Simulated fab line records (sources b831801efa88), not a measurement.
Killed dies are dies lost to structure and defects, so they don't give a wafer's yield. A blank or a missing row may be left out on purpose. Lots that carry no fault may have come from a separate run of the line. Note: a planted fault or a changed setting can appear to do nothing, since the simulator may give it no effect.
8D (eight disciplines) problem report, filled in by code	flow gf180mcu	the parts of the form that need people (team, actions taken, sign-off) are left out

## 1. THE PROBLEM
VT_IMPLANT_4_TW at GF_VT_IMPLANT_TW_MEAS_43 reads a mean of 674 on 2 wafers of 1 lot; wafers without a fault read 694 with a standard deviation of 4.9. That is -4.2 standard deviations from the usual mean.
Earliest sighting: wafer L380.1 on film_metro-03 at day 11 11:38. Wafers with a number at this step in the record: 38, from 13 lots. Rule for "out" (also "out of limits"): further than 4 standard deviations from the usual mean. Any other wafer with a number is counted as sound.

## 2. WHAT IT IS; WHAT IT IS NOT
question	is	is not
which readings at this step	VT_IMPLANT_4_TW	-
which lots	L380	L367, L368, L369, L371, L372, L374, L375, L376, L378, L385, L388, L389
which wafers of those lots	all that have a number	-
read on which gauges	film_metro-03	film_metro-01, film_metro-02
when	from day 11 11:38	up to then (27 sound wafers); but 9 sound wafers of L385, L388, L389 came after

## 3. THE SUSPECTS, EACH WITH WHAT RULES IT OUT
Counting: a tool stays on the suspect list if, at a process step up to the reading, it processed all lots that are out and no sound lot following the first of them.
- the gauge at GF_VT_IMPLANT_TW_MEAS_43: kept. All the wafers that are out were read on film_metro-03, and no step on other tools shows them out.
- implanter-02 at GF_VT_IMPLANT_IMPLANT_41: kept. It ran the lot that is out, L380 (day 11 11:23), and no sound lot after that; its last sound lot up to then is L378 (day 10 18:38).
Left after counting: implanter-02 at GF_VT_IMPLANT_IMPLANT_41, film_metro-03 at GF_VT_IMPLANT_TW_MEAS_43.

## 4. THE CAUSE (what the simulator had put in)
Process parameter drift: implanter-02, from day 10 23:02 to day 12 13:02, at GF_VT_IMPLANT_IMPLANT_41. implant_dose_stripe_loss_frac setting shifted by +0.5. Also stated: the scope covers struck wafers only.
After counting, 2 suspects remain, this tool included.

## 5. SEQUENCE OF EFFECTS, ordered by route
Rows list readings where the struck wafers' mean (over those with a number) sits beyond 3 standard deviations from the usual. Only readings whose record carries a usual standard deviation are examined. hours: median over the lots of the time between each lot's start at the first step of this table that gives one and its start at this step. sigmas: the change, counted in usual standard deviations.
hours	step	reading	usual	on struck wafers	change	sigmas
0	GF_VT_IMPLANT_TW_MEAS_43	VT_IMPLANT_4_TW	694	674	-20	-4.2
At these later measuring or inspecting steps, every struck wafer for which the step has a row has a number for every such reading, and none has moved that far: GF_POLY_GATE_THK_MEAS_01, GF_SAB_THK_MEAS_01.

## 6. WHAT WOULD HAVE CAUGHT IT SOONER
In this record the first reading out of limits at a measuring or inspecting step was taken at day 11 11:38, 13 hours after the fault began at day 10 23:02.
Tool readings at GF_VT_IMPLANT_IMPLANT_41 with a usual standard deviation given in the record: none out on any struck wafer, hence no alarm at a limit of 4 standard deviations on them.
By day 11 11:38, every lot that is out (1) had started GF_VT_IMPLANT_IMPLANT_41 on implanter-02. Holding the tool at that point would not have protected any of them.
